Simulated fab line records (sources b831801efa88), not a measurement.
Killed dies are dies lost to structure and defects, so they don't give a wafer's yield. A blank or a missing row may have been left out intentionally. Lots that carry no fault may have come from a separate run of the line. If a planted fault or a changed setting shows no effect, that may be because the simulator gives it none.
Which of the tools did it?	flow sky130	36 wafers from 12 lots sampled at 2 of the route's 708 steps

== WHAT EACH GAUGE READ, for each wafer ==
SKY_METAL1_THK_MEAS_06: measures by xrf.
lot	measured	on	METAL1_ALCU_THK (nm)
L828	day 31 06:11	film metro-01	251.8 253.2 257.9
L831	day 34 07:43	film metro-04	249.4 249.6 248.8
L833	day 34 17:35	film metro-01	247.1 246.8 248.0
L835	day 35 00:07	film metro-04	248.3 246.8 246.2
L834	day 35 02:34	film metro-01	245.2 247.3 245.3
L840	day 36 07:14	film metro-03	247.1 246.9 247.6
L842	day 37 09:46	film metro-01	247.0 248.8 244.8
L844	day 37 21:56	film metro-01	253.2 257.5 254.0
L847	day 38 06:32	film metro-01	246.2 246.6 245.7
L849	day 38 15:14	film metro-04	253.0 249.8 255.4
L848	day 38 20:06	film metro-01	254.6 250.4 251.1
L850	day 38 23:44	film metro-01	250.7 249.3 248.4

SKY_METAL1_OVL_MEAS_16.
lot	measured	on	METAL1_OVL (nm)
L828	day 32 09:52	overlay-02	-14 -9 -7
L831	day 35 10:10	overlay-01	-2 -7 1
L833	day 35 19:49	overlay-01	6 2 -5
L835	day 36 02:37	overlay-01	-4 -8 -16
L834	day 36 04:47	overlay-01	-3 -7 1
L840	day 37 09:19	overlay-01	-11 -9 -13
L842	day 38 11:55	overlay-02	-6 -4 -7
L844	day 38 23:04	overlay-02	-12 -12 -10
L847	day 39 08:00	overlay-01	-6 -5 -4
L849	day 39 16:16	overlay-01	-6 -8 -5
L848	day 39 20:28	overlay-01	5 -5 -1
L850	day 40 00:09	overlay-02	-4 1 -5

== WHICH TOOL RAN EACH LOT (tool, then ch and the chambers of the sampled wafers, then the start) ==
The record holds no process step before these readings.

== AS READ BY THE TOOLS THEMSELVES (means over the sampled wafers that have a number; for cases with no such wafer, the mark the record gives instead) ==
The record holds no such reading with a usual standard deviation.

== THE ANSWER, worked out from the rows above alone ==
Rule: usual is defined by the lots themselves. The widest of any qualifying gaps counts: lots, ordered by their means at a reading, are off when they make up no more than a third of the lots, leave a main group of 4 or more, and stand apart from it by 3 or more times the standard deviation of that group's means. Not used: any main group whose means are identical at the precision the tables above print for the reading. Also off: a lot with no number at a reading for which 4 or more lots have one. Any other lot the step has rows for is counted as sound. The gauges are gone through in route order, then the tools' own readings, and for those a lot's mean is taken as printed above. At the first step where some lot is off, the reading lying furthest off is the one used; lots without a number count as furthest.
None of the lots is off at any reading shown; this tells nothing.

== WHAT HAD BEEN PUT IN BY THE SIMULATOR ==
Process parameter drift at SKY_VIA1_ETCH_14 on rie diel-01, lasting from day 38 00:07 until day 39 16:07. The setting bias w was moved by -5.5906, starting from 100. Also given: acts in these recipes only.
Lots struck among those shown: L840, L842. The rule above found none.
